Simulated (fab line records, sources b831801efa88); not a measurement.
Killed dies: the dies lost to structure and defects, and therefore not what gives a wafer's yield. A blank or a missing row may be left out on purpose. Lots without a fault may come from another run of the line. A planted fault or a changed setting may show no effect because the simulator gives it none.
Matching of chambers | flow gf180mcu | GF_V4_CMP_26 on cmp-02: 4 sister chambers
The step polishes, stops on SiO2, t overpolish 15 s, target thk 0 nm. 4 wafers are shown with their chamber, then 12 later ones without.

## EACH WAFER AND ITS CHAMBER
wafer  | chamber | motor current A (A)
L089.1 | 2       | 12.8
L090.5 | 1       | 8.5
L091.1 | 3       | 10.5
L091.5 | 0       | 9.7

## WAFERS WITHOUT THEIR CHAMBER
wafer  | motor current A (A)
L092.1 | 9.9
L092.2 | 12.3
L092.3 | 11.5
L093.2 | 11.1
L093.4 | 9.4
L093.5 | 9.4
L094.1 | 12.8
L094.4 | 10.0
L094.6 | 12.4
L094.2 | 9.1
L094.3 | 11.0
L094.5 | 10.9

## EACH ONE'S CHAMBER
wafer  | from the rows above          | in truth
L092.1 | can't be placed: 0 or 3      | 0
L092.2 | 2                            | 2
L092.3 | can't be placed: 3 or 2 or 0 | 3
L093.2 | can't be placed: 3 or 0      | 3
L093.4 | can't be placed: 0 or 1 or 3 | 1
L093.5 | can't be placed: 0 or 1 or 3 | 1
L094.1 | 2                            | 2
L094.4 | can't be placed: 0 or 3      | 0
L094.6 | 2                            | 2
L094.2 | can't be placed: 0 or 1 or 3 | 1
L094.3 | can't be placed: 3 or 0      | 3
L094.5 | can't be placed: 3 or 0      | 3
3 of 12 placed correctly. Cannot be placed on the basis of these rows: 9; the candidates contain the true chamber in 9. Placed wrongly: 0.
How it was worked out, from the rows above alone: a wafer's distance from a chamber is the root of the sum, over the readings, of the square of ((its reading less the chamber's mean) divided by the reading's scatter). The wafer belongs to the nearest chamber; if the next one is less than 2 further off, it can't be placed. A chamber's mean is the mean of its shown wafers. The scatter: with one shown wafer a chamber, the root of the mean of the squares of how far each hidden wafer lies from its nearest shown one.
